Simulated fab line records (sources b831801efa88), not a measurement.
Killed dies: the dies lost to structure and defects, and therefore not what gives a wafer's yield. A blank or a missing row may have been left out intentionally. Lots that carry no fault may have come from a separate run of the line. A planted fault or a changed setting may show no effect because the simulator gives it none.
The tool behind it: which one?	flow sky130	11 lots, 33 wafers sampled, at 5 steps of a route of 708

== WHAT THE GAUGES SHOWED, per wafer ==
SKY_LI_CONTACT_BOW_MEAS_03.
lot	measured	on	LI_CONTACT_BOW (um)
L165	day 27 21:48	film metro-02	66 53 61
L168	day 29 09:11	film metro-02	60 56 48
L170	day 29 20:36	film metro-04	57 58 67
L171	day 30 06:40	film metro-01	59 51 53
L174	day 30 23:26	film metro-04	65 74 67
L175	day 31 11:53	film metro-04	59 51 57
L176	day 32 00:01	film metro-01	71 55 59
L182	day 33 17:37	film metro-04	54 56 57
L185	day 34 14:28	film metro-04	39 52 54
L186	day 35 01:56	film metro-02	54 61 60
L188	day 35 21:19	film metro-04	55 48 57

SKY_VIA2_THK_MEAS_01.
lot	measured	on	VIA2_HDPCVD_THK (nm)
L165	day 35 04:14	film metro-03	1179 1192 1188
L168	day 36 11:34	film metro-04	1154 1177 1186
L170	day 36 23:01	film metro-01	1180 1172 1159
L171	day 37 07:58	film metro-03	1178 1183 1188
L174	day 38 01:14	film metro-03	1174 1479 1475
L175	day 38 10:24	film metro-01	1178 1496 1187
L176	day 38 21:57	film metro-03	1182 1194 1196
L182	day 40 12:47	film metro-04	1185 1194 1198
L185	day 41 07:50	film metro-01	1167 1191 1174
L186	day 41 18:32	film metro-03	1197 1188 1191
L188	day 42 11:44	film metro-03	1194 1196 1192

== TOOL THAT RAN EACH LOT (tool first, then ch and the chambers of the sampled wafers, then the start) ==
lot	SKY_LDD_HVP_STRIP_09	SKY_CONTACT_SPUTTER_23	SKY_VIA2_HDPCVD_00
L165	plasma asher-03 ch 0,1, day 21 12:52	pvd sputter-02, day 31 15:20	hdpcvd-02 ch 0,1,2, day 35 04:07
L168	plasma asher-03 ch 0,1, day 22 22:49	pvd sputter-02, day 33 00:37	hdpcvd-02 ch 1,2, day 36 11:26
L170	plasma asher-04 ch 0,1, day 23 14:40	pvd sputter-03, day 33 11:34	hdpcvd-01 ch 1,2, day 36 22:53
L171	plasma asher-02 ch 0,1, day 24 00:49	pvd sputter-02, day 33 20:08	hdpcvd-02 ch 0,1,2, day 37 07:50
L174	plasma asher-03 ch 0,1, day 24 19:58	pvd sputter-01, day 34 14:44	hdpcvd-01 ch 0,2, day 38 01:06
L175	plasma asher-02 ch 0,1, day 25 07:45	pvd sputter-01, day 34 23:26	hdpcvd-01 ch 0,2, day 38 10:16
L176	plasma asher-02 ch 0,1, day 25 21:34	pvd sputter-03, day 35 12:16	hdpcvd-02 ch 0,1,2, day 38 21:49
L182	plasma asher-04 ch 0,1, day 27 16:16	pvd sputter-02, day 37 04:07	hdpcvd-02 ch 1,2, day 40 12:40
L185	plasma asher-03 ch 0, day 28 18:40	pvd sputter-02, day 37 23:16	hdpcvd-01 ch 0,1, day 41 07:43
L186	plasma asher-03 ch 0,1, day 29 05:58	pvd sputter-01, day 38 12:07	hdpcvd-02 ch 0,1,2, day 41 18:24
L188	plasma asher-04 ch 0,1, day 30 00:19	pvd sputter-01, day 39 05:06	hdpcvd-01 ch 0,1,2, day 42 11:36
- SKY_LDD_HVP_STRIP_09: strips in O2/N2.
- SKY_CONTACT_SPUTTER_23: material TiN, target thk 20 nm, time 80 s.
- SKY_VIA2_HDPCVD_00: deposits SiO2, target thk 1180 nm, time 196.7 s.

== WHAT THE TOOLS THEMSELVES READ (means of the sampled wafers that have a number; where no wafer has one, the mark that the record gives instead) ==
SKY_LDD_HVP_STRIP_09.
lot	tool	drypump motor current A (A)	oes product au (a.u.)	strip time to endpoint s (s)
L165	plasma asher-03	6.1	0.408	4.160
L168	plasma asher-03	5.9	0.408	4.122
L170	plasma asher-04	5.6	0.410	4.121
L171	plasma asher-02	5.6	0.402	4.132
L174	plasma asher-03	5.9	0.406	4.129
L175	plasma asher-02	6.1	0.410	4.164
L176	plasma asher-02	5.6	0.406	4.116
L182	plasma asher-04	5.8	0.410	4.118
L185	plasma asher-03	6.2	0.413	4.165
L186	plasma asher-03	5.9	0.407	4.138
L188	plasma asher-04	5.7	0.410	4.138

SKY_CONTACT_SPUTTER_23.
lot	tool	throttle valve pct (%)
L165	pvd sputter-02	28.9
L168	pvd sputter-02	29.1
L170	pvd sputter-03	31.1
L171	pvd sputter-02	29.2
L174	pvd sputter-01	28.7
L175	pvd sputter-01	29.0
L176	pvd sputter-03	31.1
L182	pvd sputter-02	29.0
L185	pvd sputter-02	28.8
L186	pvd sputter-01	28.5
L188	pvd sputter-01	29.3

SKY_VIA2_HDPCVD_00.
lot	tool	run length s (s)
L165	hdpcvd-02	223.6
L168	hdpcvd-02	224.3
L170	hdpcvd-01	224.5
L171	hdpcvd-02	223.9
L174	hdpcvd-01	258.7
L175	hdpcvd-01	241.8
L176	hdpcvd-02	223.9
L182	hdpcvd-02	224.1
L185	hdpcvd-01	223.6
L186	hdpcvd-02	224.3
L188	hdpcvd-01	223.9

== THE ANSWER, worked out from the rows above alone ==
Rule: what is usual is taken from the lots themselves. The widest of any qualifying gaps counts: lots, ordered by their means at a reading, are off when they make up no more than a third of the lots, leave a main group of 4 or more, and stand apart from it by 3 or more times the standard deviation of that group's means. A main group is skipped when, at the precision printed for the reading in the tables above, its means are all equal. Also off: a lot with no number at a reading for which 4 or more lots have one. Any other lot the step has rows for is counted as sound. The gauges are gone through in route order, then the tools' own readings, and for those a lot's mean is taken as printed above. The first step at which some lot is off is used, and at that step the reading that is off furthest; a lot without a number counts as furthest.
Off: at SKY_VIA2_THK_MEAS_01 (VIA2_HDPCVD_THK), L174, L175. Main group: mean 1184 nm, sd 8.5.
If a tool, at a process step before that reading, ran all the lots that are off and no sound lot after the first of them, it fits. The gauges at SKY_VIA2_THK_MEAS_01 aren't tried: what is off there is off at SKY_VIA2_HDPCVD_00 too, on other tools, and a gauge's error can't cause that. Of those tried, none fits.

== WHAT THE SIMULATOR HAD INSERTED ==
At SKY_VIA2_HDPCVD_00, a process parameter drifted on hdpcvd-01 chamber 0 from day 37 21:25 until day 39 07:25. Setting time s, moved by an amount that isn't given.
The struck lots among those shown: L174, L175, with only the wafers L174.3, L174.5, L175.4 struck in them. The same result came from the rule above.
